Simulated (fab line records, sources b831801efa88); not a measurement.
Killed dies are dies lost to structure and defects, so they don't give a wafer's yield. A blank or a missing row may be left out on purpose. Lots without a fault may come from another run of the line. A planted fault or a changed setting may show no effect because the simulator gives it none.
Chamber matching | flow sky130 | SKY_CONTACT_CMP_27 on cmp-01: 4 sister chambers
The step polishes, stops on SiO2, t overpolish 15 s, target thk 0 nm. 8 wafers are shown with their chamber, then 12 later ones without.

WAFERS WITH THEIR CHAMBER
wafer  | chamber | motor_current_A (A) | time_to_endpoint_s (s)
L083.6 | 0       | 11.5                | 81
L085.4 | 0       | 11.3                | 84
L092.1 | 2       | 11.1                | 83
L092.3 | 1       | 10.6                | 74
L092.6 | 3       | 13.3                | 80
L093.1 | 2       | 10.9                | 86
L093.3 | 1       | 10.9                | 79
L093.4 | 3       | 13.6                | 81

WAFERS WITHOUT THEIR CHAMBER
wafer  | motor_current_A (A) | time_to_endpoint_s (s)
L094.3 | 10.6                | 81
L094.4 | 11.3                | 83
L094.6 | 10.9                | 87
L095.4 | 13.5                | 85
L095.5 | 11.2                | 80
L095.6 | 11.5                | 84
L096.1 | 10.9                | 82
L096.2 | 11.7                | 83
L096.3 | 14.2                | 82
L097.3 | 11.3                | 90
L097.5 | 10.5                | 79
L097.6 | 10.8                | 86

WHICH CHAMBER EACH WENT THROUGH
wafer  | from the rows above          | in truth
L094.3 | can't be placed: 1 or 2      | 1
L094.4 | can't be placed: 0 or 2      | 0
L094.6 | 2                            | 2
L095.4 | 3                            | 3
L095.5 | can't be placed: 0 or 2 or 1 | 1
L095.6 | can't be placed: 0 or 2      | 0
L096.1 | can't be placed: 2 or 1 or 0 | 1
L096.2 | 0                            | 0
L096.3 | 3                            | 3
L097.3 | can't be placed: 2 or 0      | 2
L097.5 | can't be placed: 1 or 2      | 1
L097.6 | 2                            | 2
Placed correctly: 5 of 12. Can't be placed from these rows: 7 (the true chamber is among the candidates in 7). Placed wrongly: 0.
How it was worked out, from the rows above alone: a wafer's distance from a chamber is the root of the sum, over the readings, of the square of ((its reading less the chamber's mean) divided by the reading's scatter). The wafer belongs to the nearest chamber; if the next one is less than 2 further off, it can't be placed. A chamber's mean is the mean of its shown wafers. The scatter: the root of (the sum of the squares of (reading less its chamber's mean) over the shown wafers, divided by (wafers less chambers)).
